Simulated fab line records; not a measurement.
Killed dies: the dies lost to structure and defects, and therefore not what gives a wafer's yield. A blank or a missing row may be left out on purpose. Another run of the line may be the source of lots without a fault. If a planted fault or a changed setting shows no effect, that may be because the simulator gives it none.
The tool behind it: which one? || flow sky130 || 14 lots, 42 wafers sampled, at 6 steps of a route of 708

== WHAT THE GAUGES READ, wafer by wafer ==
SKY_NWELL_THK_MEAS_02.
{"lot": "L112", "measured": "day 2 11:29", "on": "filmMetro-04", "NWELL_OXIDATION_THK (nm)": "10.00 9.87 9.87"}
{"lot": "L114", "measured": "day 3 00:05", "on": "filmMetro-04", "NWELL_OXIDATION_THK (nm)": "10.10 10.07 10.06"}
{"lot": "L115", "measured": "day 3 04:10", "on": "filmMetro-03", "NWELL_OXIDATION_THK (nm)": "9.91 9.82 9.87"}
{"lot": "L117", "measured": "day 3 15:47", "on": "filmMetro-04", "NWELL_OXIDATION_THK (nm)": "9.89 10.13 10.07"}
{"lot": "L118", "measured": "day 3 22:29", "on": "filmMetro-02", "NWELL_OXIDATION_THK (nm)": "9.96 9.75 9.99"}
{"lot": "L119", "measured": "day 4 02:44", "on": "filmMetro-02", "NWELL_OXIDATION_THK (nm)": "9.81 9.96 9.92"}
{"lot": "L122", "measured": "day 4 17:12", "on": "filmMetro-04", "NWELL_OXIDATION_THK (nm)": "10.17 10.17 10.18"}
{"lot": "L123", "measured": "day 4 21:22", "on": "filmMetro-03", "NWELL_OXIDATION_THK (nm)": "10.16 10.24 10.09"}
{"lot": "L125", "measured": "day 5 08:01", "on": "filmMetro-04", "NWELL_OXIDATION_THK (nm)": "9.68 10.04 9.99"}
{"lot": "L130", "measured": "day 6 17:47", "on": "filmMetro-03", "NWELL_OXIDATION_THK (nm)": "10.01 10.04 9.80"}
{"lot": "L131", "measured": "day 6 19:57", "on": "filmMetro-04", "NWELL_OXIDATION_THK (nm)": "10.10 9.68 9.82"}
{"lot": "L132", "measured": "day 7 01:31", "on": "filmMetro-04", "NWELL_OXIDATION_THK (nm)": "9.66 9.81 9.81"}
{"lot": "L133", "measured": "day 7 04:10", "on": "filmMetro-02", "NWELL_OXIDATION_THK (nm)": "9.91 10.05 9.76"}
{"lot": "L134", "measured": "day 7 12:45", "on": "filmMetro-03", "NWELL_OXIDATION_THK (nm)": "9.69 9.63 9.64"}

SKY_PWDE_TW_MEAS_10.
{"lot": "L112", "measured": "day 3 18:56", "on": "filmMetro-04", "PWDE_TW": "372 372 370"}
{"lot": "L114", "measured": "day 4 08:10", "on": "filmMetro-02", "PWDE_TW": "379 379 379"}
{"lot": "L115", "measured": "day 4 12:13", "on": "filmMetro-04", "PWDE_TW": "375 373 372"}
{"lot": "L117", "measured": "day 5 01:33", "on": "filmMetro-04", "PWDE_TW": "371 372 372"}
{"lot": "L118", "measured": "day 5 08:40", "on": "filmMetro-02", "PWDE_TW": "381 383 380"}
{"lot": "L119", "measured": "day 5 13:33", "on": "filmMetro-02", "PWDE_TW": "379 380 380"}
{"lot": "L122", "measured": "day 6 04:22", "on": "filmMetro-04", "PWDE_TW": "373 373 373"}
{"lot": "L123", "measured": "day 6 08:36", "on": "filmMetro-02", "PWDE_TW": "375 376 376"}
{"lot": "L125", "measured": "day 6 20:35", "on": "filmMetro-02", "PWDE_TW": "376 376 376"}
{"lot": "L130", "measured": "day 8 09:43", "on": "filmMetro-02", "PWDE_TW": "378 379 380"}
{"lot": "L131", "measured": "day 8 11:52", "on": "filmMetro-03", "PWDE_TW": "374 376 374"}
{"lot": "L132", "measured": "day 8 17:44", "on": "filmMetro-02", "PWDE_TW": "378 379 377"}
{"lot": "L133", "measured": "day 8 21:10", "on": "filmMetro-03", "PWDE_TW": "374 374 377"}
{"lot": "L134", "measured": "day 9 06:55", "on": "filmMetro-02", "PWDE_TW": "378 379 381"}

SKY_NWELL_TW_MEAS_15.
{"lot": "L112", "measured": "day 4 12:10", "on": "filmMetro-02", "NWELL_TW": "1849 1837 1835"}
{"lot": "L114", "measured": "day 5 01:01", "on": "filmMetro-03", "NWELL_TW": "1812 1816 1812"}
{"lot": "L115", "measured": "day 5 06:53", "on": "filmMetro-02", "NWELL_TW": "1845 1858 1849"}
{"lot": "L117", "measured": "day 5 20:20", "on": "filmMetro-02", "NWELL_TW": "1852 1844 1849"}
{"lot": "L118", "measured": "day 6 02:59", "on": "filmMetro-04", "NWELL_TW": "1797 1805 1800"}
{"lot": "L119", "measured": "day 6 07:57", "on": "filmMetro-02", "NWELL_TW": "1845 1835 1844"}
{"lot": "L122", "measured": "day 6 23:17", "on": "filmMetro-03", "NWELL_TW": "1836 1835 1835"}
{"lot": "L123", "measured": "day 7 04:04", "on": "filmMetro-04", "NWELL_TW": "1806 1822 1804"}
{"lot": "L125", "measured": "day 7 17:07", "on": "filmMetro-02", "NWELL_TW": "1859 1867 1860"}
{"lot": "L130", "measured": "day 9 07:15", "on": "filmMetro-03", "NWELL_TW": "1831 1825 1823"}
{"lot": "L131", "measured": "day 9 10:14", "on": "filmMetro-02", "NWELL_TW": "1844 1849 1844"}
{"lot": "L132", "measured": "day 9 16:29", "on": "filmMetro-04", "NWELL_TW": "1823 1819 1810"}
{"lot": "L133", "measured": "day 9 19:15", "on": "filmMetro-02", "NWELL_TW": "1842 1846 1847"}
{"lot": "L134", "measured": "day 10 05:02", "on": "filmMetro-04", "NWELL_TW": "1796 1806 1790"}

SKY_VT_ADJUST_LVTN_OVL_MEAS_18.
{"lot": "L112", "measured": "day 7 14:15", "on": "overlay-02", "VT_ADJUST_LVTN_01_OVL (nm)": "0.2 1.2 -0.7"}
{"lot": "L114", "measured": "day 8 04:59", "on": "overlay-01", "VT_ADJUST_LVTN_01_OVL (nm)": "1.8 1.5 1.0"}
{"lot": "L115", "measured": "day 8 11:17", "on": "overlay-01", "VT_ADJUST_LVTN_01_OVL (nm)": "-1.2 -0.3 -0.1"}
{"lot": "L117", "measured": "day 9 03:12", "on": "overlay-01", "VT_ADJUST_LVTN_01_OVL (nm)": "1.6 1.4 0.8"}
{"lot": "L118", "measured": "day 9 11:01", "on": "overlay-01", "VT_ADJUST_LVTN_01_OVL (nm)": "0.8 0.4 0.7"}
{"lot": "L119", "measured": "day 9 17:01", "on": "overlay-02", "VT_ADJUST_LVTN_01_OVL (nm)": "2.5 0.8 2.0"}
{"lot": "L122", "measured": "day 10 11:57", "on": "overlay-01", "VT_ADJUST_LVTN_01_OVL (nm)": "1.8 0.6 1.2"}
{"lot": "L123", "measured": "day 10 16:34", "on": "overlay-01", "VT_ADJUST_LVTN_01_OVL (nm)": "0.7 0.8 -0.3"}
{"lot": "L125", "measured": "day 11 09:21", "on": "overlay-01", "VT_ADJUST_LVTN_01_OVL (nm)": "-0.3 1.0 0.1"}
{"lot": "L130", "measured": "day 13 04:55", "on": "overlay-01", "VT_ADJUST_LVTN_01_OVL (nm)": "- - -"}
{"lot": "L131", "measured": "day 13 09:52", "on": "overlay-02", "VT_ADJUST_LVTN_01_OVL (nm)": "- - -"}
{"lot": "L132", "measured": "day 13 14:29", "on": "overlay-01", "VT_ADJUST_LVTN_01_OVL (nm)": "1.1 1.8 1.6"}
{"lot": "L133", "measured": "day 13 19:12", "on": "overlay-02", "VT_ADJUST_LVTN_01_OVL (nm)": "1.9 1.2 1.2"}
{"lot": "L134", "measured": "day 14 06:59", "on": "overlay-02", "VT_ADJUST_LVTN_01_OVL (nm)": "1.9 0.4 0.8"}

SKY_VT_ADJUST_LVTN_TW_MEAS_21.
{"lot": "L112", "measured": "day 7 14:32", "on": "filmMetro-04", "VT_ADJUST_LVTN_2_TW": "187.6 187.7 187.0"}
{"lot": "L114", "measured": "day 8 05:16", "on": "filmMetro-04", "VT_ADJUST_LVTN_2_TW": "188.1 188.8 188.5"}
{"lot": "L115", "measured": "day 8 11:34", "on": "filmMetro-04", "VT_ADJUST_LVTN_2_TW": "188.5 188.7 187.6"}
{"lot": "L117", "measured": "day 9 03:29", "on": "filmMetro-02", "VT_ADJUST_LVTN_2_TW": "191.0 191.6 190.8"}
{"lot": "L118", "measured": "day 9 11:18", "on": "filmMetro-02", "VT_ADJUST_LVTN_2_TW": "191.0 191.2 190.8"}
{"lot": "L119", "measured": "day 9 17:18", "on": "filmMetro-04", "VT_ADJUST_LVTN_2_TW": "187.9 186.6 188.6"}
{"lot": "L122", "measured": "day 10 12:14", "on": "filmMetro-01", "VT_ADJUST_LVTN_2_TW": "186.3 186.9 187.8"}
{"lot": "L123", "measured": "day 10 16:51", "on": "filmMetro-01", "VT_ADJUST_LVTN_2_TW": "186.1 187.2 186.4"}
{"lot": "L125", "measured": "day 11 09:39", "on": "filmMetro-01", "VT_ADJUST_LVTN_2_TW": "187.0 186.0 186.6"}
{"lot": "L130", "measured": "day 13 05:12", "on": "filmMetro-02", "VT_ADJUST_LVTN_2_TW": "30.6 30.6 30.6"}
{"lot": "L131", "measured": "day 13 10:09", "on": "filmMetro-01", "VT_ADJUST_LVTN_2_TW": "29.8 29.7 29.8"}
{"lot": "L132", "measured": "day 13 14:46", "on": "filmMetro-04", "VT_ADJUST_LVTN_2_TW": "188.9 187.7 187.7"}
{"lot": "L133", "measured": "day 13 19:29", "on": "filmMetro-01", "VT_ADJUST_LVTN_2_TW": "187.3 186.3 186.3"}
{"lot": "L134", "measured": "day 14 07:16", "on": "filmMetro-04", "VT_ADJUST_LVTN_2_TW": "188.1 188.6 187.3"}

== EACH LOT AND THE TOOL THAT RAN IT (in order: tool; ch and the chambers of the sampled wafers; start) ==
{"lot": "L112", "SKY_VT_ADJUST_LVTN_DEVELOP_17": "lithoTrack-02 ch 0, day 7 14:06"}
{"lot": "L114", "SKY_VT_ADJUST_LVTN_DEVELOP_17": "lithoTrack-01 ch 0, day 8 04:51"}
{"lot": "L115", "SKY_VT_ADJUST_LVTN_DEVELOP_17": "lithoTrack-01 ch 0, day 8 11:09"}
{"lot": "L117", "SKY_VT_ADJUST_LVTN_DEVELOP_17": "lithoTrack-04 ch 0, day 9 03:04"}
{"lot": "L118", "SKY_VT_ADJUST_LVTN_DEVELOP_17": "lithoTrack-02 ch 0, day 9 10:53"}
{"lot": "L119", "SKY_VT_ADJUST_LVTN_DEVELOP_17": "lithoTrack-02 ch 0, day 9 16:53"}
{"lot": "L122", "SKY_VT_ADJUST_LVTN_DEVELOP_17": "lithoTrack-02 ch 0, day 10 11:48"}
{"lot": "L123", "SKY_VT_ADJUST_LVTN_DEVELOP_17": "lithoTrack-02 ch 0, day 10 16:26"}
{"lot": "L125", "SKY_VT_ADJUST_LVTN_DEVELOP_17": "lithoTrack-04 ch 0, day 11 09:14"}
{"lot": "L130", "SKY_VT_ADJUST_LVTN_DEVELOP_17": "lithoTrack-02 ch 0, day 13 04:46"}
{"lot": "L131", "SKY_VT_ADJUST_LVTN_DEVELOP_17": "lithoTrack-02 ch 0, day 13 09:43"}
{"lot": "L132", "SKY_VT_ADJUST_LVTN_DEVELOP_17": "lithoTrack-01 ch 0, day 13 14:20"}
{"lot": "L133", "SKY_VT_ADJUST_LVTN_DEVELOP_17": "lithoTrack-04 ch 0, day 13 19:04"}
{"lot": "L134", "SKY_VT_ADJUST_LVTN_DEVELOP_17": "lithoTrack-01 ch 0, day 14 06:50"}
- SKY_VT_ADJUST_LVTN_DEVELOP_17: develop time 60 s.

== WHAT THE TOOLS THEMSELVES READ (means of the sampled wafers that have a number; where no wafer has one, the mark that the record gives instead) ==
The record holds no such reading with a usual standard deviation.

== THE ANSWER, worked out from the rows above alone ==
Rule: what is usual is taken from the lots themselves. Put in order of their means at a reading, lots are off if they are a third of the lots or fewer, leave a main group of 4 or more, and stand apart from it by a gap of 3 or more times the standard deviation of the main group's means; of several such gaps the widest counts. A main group whose means are all the same, to the digits that the tables above print for the reading, isn't used. A lot without any number at a reading at which 4 lots or more have one is off too. Where the step has rows for the other lots, those lots are counted as sound. The gauges are gone through in route order, then the tools' own readings, and for those a lot's mean is taken as printed above. The first step at which some lot is off is used, and at that step the reading that is off furthest; a lot without a number counts as furthest.
Off: at SKY_VT_ADJUST_LVTN_OVL_MEAS_18 (VT_ADJUST_LVTN_01_OVL), L130, L131. Without a number there: L130, L131. The main group: mean 0.9 nm, standard deviation 0.65.
If a tool, at a process step before that reading, ran all the lots that are off and no sound lot after the first of them, it fits. The gauges at SKY_VT_ADJUST_LVTN_OVL_MEAS_18 aren't tried: what is off there is off at SKY_VT_ADJUST_LVTN_TW_MEAS_21 too, on other tools, and a gauge's error can't cause that. One candidate fits, namely lithoTrack-02 at SKY_VT_ADJUST_LVTN_DEVELOP_17. Its last sound lot is L123 (day 10 16:26), its first lot that is off L130 (day 13 04:46): a fault that began between those two fits.

== WHAT THE SIMULATOR HAD PUT IN ==
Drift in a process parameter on lithoTrack-02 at SKY_VT_ADJUST_LVTN_DEVELOP_17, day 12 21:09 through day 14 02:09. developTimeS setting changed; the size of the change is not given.
Struck lots among those shown: L130, L131. This agrees with what the rule above found.
